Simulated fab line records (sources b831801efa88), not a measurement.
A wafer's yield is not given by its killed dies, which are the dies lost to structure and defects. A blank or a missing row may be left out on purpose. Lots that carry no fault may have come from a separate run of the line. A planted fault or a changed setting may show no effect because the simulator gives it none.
The tool behind it: which one? :: flow sky130 :: 42 wafers from 14 lots sampled at 3 of the route's 708 steps

## WHAT EACH GAUGE READ, for each wafer
SKY_GATE_OXIDE_THK_MEAS_02. Usual: GATE_OXIDE_OXIDATION_00_THK gives 10.27 nm (standard deviation 0.18).
lot: L446
measured: day 13 01:05
on: film-metro-01
GATE_OXIDE_OXIDATION_00_THK (nm): 10.39 10.54 10.56
flag: 

lot: L447
measured: day 13 09:12
on: film-metro-01
GATE_OXIDE_OXIDATION_00_THK (nm): 9.90 9.71 9.79
flag: 

lot: L448
measured: day 14 06:13
on: film-metro-04
GATE_OXIDE_OXIDATION_00_THK (nm): 10.34 10.31 10.25
flag: 

lot: L449
measured: day 14 20:50
on: film-metro-02
GATE_OXIDE_OXIDATION_00_THK (nm): 10.35 10.41 10.37
flag: 

lot: L453
measured: day 15 22:59
on: film-metro-04
GATE_OXIDE_OXIDATION_00_THK (nm): 10.32 10.44 10.41
flag: 

lot: L454
measured: day 16 09:18
on: film-metro-01
GATE_OXIDE_OXIDATION_00_THK (nm): 10.48 10.56 10.63
flag: 

lot: L455
measured: day 16 09:19
on: film-metro-04
GATE_OXIDE_OXIDATION_00_THK (nm): 10.47 10.27 10.37
flag: 

lot: L456
measured: day 16 12:05
on: film-metro-01
GATE_OXIDE_OXIDATION_00_THK (nm): 10.62 10.56 10.58
flag: 

lot: L457
measured: day 17 02:37
on: film-metro-01
GATE_OXIDE_OXIDATION_00_THK (nm): 10.31 10.39 10.54
flag: 

lot: L463
measured: day 19 02:17
on: film-metro-04
GATE_OXIDE_OXIDATION_00_THK (nm): 10.08 10.14 9.93
flag: 

lot: L465
measured: day 19 21:56
on: film-metro-01
GATE_OXIDE_OXIDATION_00_THK (nm): 10.17 10.08 10.33
flag: 

lot: L466
measured: day 20 07:57
on: film-metro-02
GATE_OXIDE_OXIDATION_00_THK (nm): 10.36 10.12 10.25
flag: 

lot: L467
measured: day 20 14:01
on: film-metro-04
GATE_OXIDE_OXIDATION_00_THK (nm): 10.10 10.11 10.05
flag: 

lot: L468
measured: day 20 23:23
on: film-metro-02
GATE_OXIDE_OXIDATION_00_THK (nm): 10.06 10.13 10.02
flag: 

SKY_GATE_OXIDE_OVL_MEAS_10. Usual: GATE_OXIDE_OVL gives -0.4 nm (standard deviation 1.3).
lot: L446
measured: day 14 02:28
on: overlay-01
GATE_OXIDE_OVL (nm): -1.9 -1.0 0.0
flag: 

lot: L447
measured: day 14 10:18
on: overlay-01
GATE_OXIDE_OVL (nm): 0.2 0.2 -0.8
flag: 

lot: L448
measured: day 15 08:27
on: overlay-02
GATE_OXIDE_OVL (nm): -1.4 0.0 -1.3
flag: 

lot: L449
measured: day 15 23:19
on: overlay-02
GATE_OXIDE_OVL (nm): -0.5 -2.5 -1.7
flag: 

lot: L453
measured: day 17 02:43
on: overlay-01
GATE_OXIDE_OVL (nm): 1.7 1.3 0.9
flag: 

lot: L454
measured: day 17 13:03
on: overlay-02
GATE_OXIDE_OVL (nm): -0.7 -1.1 -1.8
flag: 

lot: L455
measured: day 17 13:21
on: overlay-01
GATE_OXIDE_OVL (nm): 1.8 1.9 0.1
flag: 

lot: L456
measured: day 17 16:01
on: overlay-01
GATE_OXIDE_OVL (nm): 0.0 -1.6 -0.2
flag: 

lot: L457
measured: day 18 06:28
on: overlay-01
GATE_OXIDE_OVL (nm): 1.5 1.9 2.2
flag: 

lot: L463
measured: day 20 09:03
on: overlay-02
GATE_OXIDE_OVL (nm): -0.4 -1.5 -1.0
flag: 

lot: L465
measured: day 21 03:46
on: overlay-01
GATE_OXIDE_OVL (nm): 0.1 -0.2 -0.2
flag: 

lot: L466
measured: day 21 14:29
on: overlay-02
GATE_OXIDE_OVL (nm): -0.9 -1.1 -2.4
flag: 

lot: L467
measured: day 21 19:37
on: overlay-01
GATE_OXIDE_OVL (nm): 0.1 1.5 2.0
flag: 

lot: L468
measured: day 22 06:10
on: overlay-02
GATE_OXIDE_OVL (nm): 0.8 0.0 0.0
flag: 

SKY_GATE_OXIDE_TW_MEAS_14. Usual: GATE_OXIDE_TW gives 224.6 (standard deviation 1.9).
lot: L446
measured: day 14 02:52
on: film-metro-04
GATE_OXIDE_TW: 226.1 224.8 226.1
flag: 

lot: L447
measured: day 14 10:41
on: film-metro-01
GATE_OXIDE_TW: 227.2 226.7 225.8
flag: 

lot: L448
measured: day 15 08:50
on: film-metro-04
GATE_OXIDE_TW: 226.7 226.7 225.5
flag: 

lot: L449
measured: day 15 23:41
on: film-metro-02
GATE_OXIDE_TW: 222.4 222.5 222.5
flag: 

lot: L453
measured: day 17 03:05
on: film-metro-01
GATE_OXIDE_TW: 224.8 223.9 224.8
flag: 

lot: L454
measured: day 17 13:26
on: film-metro-04
GATE_OXIDE_TW: 225.6 224.0 224.8
flag: 

lot: L455
measured: day 17 13:46
on: film-metro-04
GATE_OXIDE_TW: 224.8 225.4 224.7
flag: 

lot: L456
measured: day 17 16:25
on: film-metro-02
GATE_OXIDE_TW: 221.2 219.8 220.1
flag: 

lot: L457
measured: day 18 06:52
on: film-metro-01
GATE_OXIDE_TW: 226.6 225.9 225.8
flag: 

lot: L463
measured: day 20 09:26
on: film-metro-01
GATE_OXIDE_TW: 223.2 225.0 224.6
flag: 

lot: L465
measured: day 21 04:09
on: film-metro-01
GATE_OXIDE_TW: 225.7 226.4 227.4
flag: 

lot: L466
measured: day 21 14:53
on: film-metro-02
GATE_OXIDE_TW: 221.4 220.9 222.3
flag: 

lot: L467
measured: day 21 20:01
on: film-metro-01
GATE_OXIDE_TW: 225.5 226.6 227.0
flag: 

lot: L468
measured: day 22 06:34
on: film-metro-04
GATE_OXIDE_TW: 225.5 225.8 226.3
flag: 

## EACH LOT AND THE TOOL THAT RAN IT (in order: tool; ch and the chambers of the sampled wafers; start)
No process step before these readings appears in the record.

## AS READ BY THE TOOLS THEMSELVES (means over the sampled wafers that have a number; for cases with no such wafer, the mark the record gives instead)
The record holds no such reading with a usual standard deviation.

## THE ANSWER, worked out from the rows above alone
Rule: lot off if the mean of its wafers having a number is beyond 3 standard deviations from the usual mean. A lot without any number at a reading at which 4 lots or more have one is off too. Where the step has rows for the other lots, those lots are counted as sound. After the gauges, taken in route order, come the tools' own readings; for these a lot's mean is taken, as printed above. The first step at which some lot is off is used, and at that step the reading that is off furthest; a lot without a number counts as furthest.
Across all readings shown, no lot is off: no conclusion can be drawn from this.

## WHAT WAS PUT IN BY THE SIMULATOR
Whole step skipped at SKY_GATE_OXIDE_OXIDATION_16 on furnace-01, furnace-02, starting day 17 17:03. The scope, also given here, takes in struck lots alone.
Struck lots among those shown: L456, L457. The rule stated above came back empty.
